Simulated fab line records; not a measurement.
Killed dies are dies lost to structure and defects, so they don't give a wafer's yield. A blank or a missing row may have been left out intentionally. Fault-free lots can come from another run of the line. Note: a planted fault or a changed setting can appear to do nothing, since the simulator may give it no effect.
Comparing a struck lot with a sound one    flow sky130    26 out of 708 route steps
Sound: wafers L499.1, L499.3, L499.4. Struck: wafer L508.1 (left out: L508.2, a lot-mate that was not struck); the cause follows at the end.
Order at every step that has rows: each side's tool, ch and its chambers, its first start. Under that, the readings that differ: sound wafers    struck wafers    difference of the means    sigmas: that difference in standard deviations of wafers without a fault.
alike: same words and numbers on both sides, and readings whose means sit less than 2 such deviations apart. not compared: any withheld reading, any reading some wafer has no value for, any bound like >300 that may hide the same value, and any number with overlapping values for which the record gives no deviation.
A row with sigmas, a row that says differs or no value, or rows on one side alone: a step with any of these is where the two part. Non-overlapping numbers with no deviation appear without sigmas and do not part them. A reading that every wafer of one side lacks parts them only if that side has two wafers or more.

first, 8 steps without rows for these wafers: SKY_FIELD_ISO_DEHYDRATE_05 (time 60 s); SKY_FIELD_ISO_HMDS_06 (prime time 60 s); SKY_FIELD_ISO_COAT_07 (resist thk 60 nm); SKY_FIELD_ISO_COAT_08 (resist thk 450 nm); SKY_FIELD_ISO_SOFTBAKE_09 (time 90 s); SKY_FIELD_ISO_EXPOSE_10 (exposes mask FOM, target cd 150 nm); SKY_FIELD_ISO_PEB_11; SKY_FIELD_ISO_DEVELOP_12 (develop time 60 s).
SKY_FIELD_ISO_CD_MEAS_13 targets a cd of 150 nm.
  sound on cd sem-01, day 3 19:37; struck on cd sem-02, day 5 16:31
reading     sound              struck  difference  sigmas
cd nm (nm)  149.3 150.2 149.3  153.6   +4.0        +3
SKY_FIELD_ISO_ETCH_14: etches BARC in N2/H2, stops on SiO2, time 45.9 s, target depth 60 nm.
  sound on rie diel-02 ch 1,2,3, day 3 19:44; struck on rie diel-02 ch 3, day 5 16:38
  alike: bias w, drypump motor current A, oes product au, run length s, throttle valve pct
  not compared: rf hours counter h
SKY_FIELD_ISO_ETCH_15: etches the open film in CHF3/O2, stops on Si, target depth 180 nm, time 72 s.
  sound on rie diel-02 ch 1,2,3, day 3 19:47; struck on rie diel-02 ch 3, day 5 16:41
  alike: bias w, drypump motor current A, oes product au, run length s, throttle valve pct
  not compared: rf hours counter h
SKY_FIELD_ISO_STRIP_16: strips in O2/N2.
  sound on plasma asher-01 ch 0,1, day 3 19:50; struck on plasma asher-02 ch 0, day 5 16:44
  alike: drypump motor current A, oes product au, strip time to endpoint s
  not compared: rf hours counter h
SKY_FIELD_ISO_ETCH_17: etches Si in HBr/Cl2/O2, target depth 342 nm, time 97.7 s.
  sound on rie si-01 ch 0,1,2, day 3 19:56; struck on rie si-01 ch 3, day 5 16:50
reading                                      sound              struck  difference  sigmas
run length s (s)                             125.4 125.7 126.6  100.4   -25.5       -73
model.FIELD_ISO.feature depth nm (nm)        334.8 350.6 344.2  250.4   -92.8       
model.etch.depth nm (nm)                     334.8 350.6 344.2  250.4   -92.8       
model.Si3N4_of_FIELD_ISO_CVD_03.thk nm (nm)  150.8 149.5 151.2  154.3   +3.8        
  alike: drypump motor current A, oes product au, throttle valve pct
  not compared: bias w, rf hours counter h
then, 5 steps without rows for these wafers: SKY_FIELD_ISO_WET_ETCH_18 (etches Si3N4 in H3PO4, target depth 25 nm, time 286 s); SKY_FIELD_ISO_CLEAN_19 (cleans in SC1/SC2, time 150 s); SKY_FIELD_ISO_CLEAN_20 (cleans in dHF, time 20 s); SKY_FIELD_ISO_WET_ETCH_21 (etches SiO2 in dHF, target depth 20 nm, time 400 s); SKY_FIELD_ISO_OXIDATION_22 (stabilise 600 s, purge 300 s, target thk 10 nm).
SKY_FIELD_ISO_THK_MEAS_23:
  sound on film metro-01, day 3 21:28; struck on film metro-04, day 5 18:22
  alike: FIELD_ISO_OXIDATION_01_THK
then, 1 step without rows for these wafers: SKY_FIELD_ISO_CVD_24 (deposits SiO2, target thk 595 nm, time 99.2 s).
SKY_FIELD_ISO_THK_MEAS_25:
  sound on film metro-02, day 3 21:38; struck on film metro-01, day 5 18:29
  alike: FIELD_ISO_CVD_24_THK
then, 1 step without rows for these wafers: SKY_FIELD_ISO_ANNEAL_26 (time 1800 s).
SKY_FIELD_ISO_CMP_27: polishes, stops on Si3N4, t overpolish 16 s, target thk 457.8 nm.
  sound on cmp-02 ch 0,1,2, day 3 23:51; struck on cmp-01 ch 0, day 5 20:41
  alike: motor current A, overpolish run s, platen rpm, slurry filter dp kPa, time to endpoint s
SKY_FIELD_ISO_WET_ETCH_28: etches SiO2 in dHF, target depth 23.7 nm, time 47 s.
  sound on wet bench-02 ch 0, day 4 00:06; struck on wet bench-01 ch 0, day 5 20:56
reading                                      sound              struck  difference  sigmas
model.Si3N4_of_FIELD_ISO_CVD_03.thk nm (nm)  120.7 119.4 121.2  123     +3          
  alike: run length s
then, 1 step without rows for these wafers: SKY_FIELD_ISO_WET_ETCH_29 (etches Si3N4 in H3PO4, target depth 160 nm, time 1825 s).
-- here the record skips 44 days between the struck wafers' starts before and after, leaving off in module FIELD_ISO and picking up in module PAD_OPEN (first step shown: number 708 of the route) --
SKY_PAD_OPEN_PROBE_99:
  sound on prober-01, day 47 18:17; struck on prober-02, day 49 16:26
reading                                  sound                          struck     difference  sigmas
model.etest.res_p_drift_20v.line ohm um  1.134e+04 1.235e+04 1.201e+04  8343       -3557       
model.etest.res_p_drift_20v.rs ohm sq    9535 1.056e+04 1.006e+04       6927       -3125       
model.etest.pfet_16v.r on ohm um         1.48e+04 1.536e+04 1.52e+04    1.281e+04  -2.310e+03  
model.etest.res iso pwell.rs ohm sq      2709 2959 2863                 1976       -868        
model.etest.res iso pwell.line ohm um    994.1 1139 1079                726.9      -343.8      
model.etest.res nwell.line ohm um        1113 1164 1125                 929.6      -204.4      
model.etest.res nwell.rs ohm sq          916 969.2 936.2                755.9      -184.6      
model.etest.cap poly to well.c af um2    94.9 89.41 89.81               122.1      +30.7       
  alike: killed_at_M0_to_M3, killed_at_M4_up, killed at contacts, killed at front end, killed at other, killed dies, killed open, killed short

## WHERE THEY PART
First at SKY_FIELD_ISO_CD_MEAS_13; last, within this record, at SKY_FIELD_ISO_ETCH_17. Later steps at which nothing parts them and some readings are alike: SKY_FIELD_ISO_THK_MEAS_23, SKY_FIELD_ISO_THK_MEAS_25, SKY_FIELD_ISO_CMP_27, SKY_FIELD_ISO_WET_ETCH_28, SKY_PAD_OPEN_PROBE_99.

WHY: the cause the simulator had injected
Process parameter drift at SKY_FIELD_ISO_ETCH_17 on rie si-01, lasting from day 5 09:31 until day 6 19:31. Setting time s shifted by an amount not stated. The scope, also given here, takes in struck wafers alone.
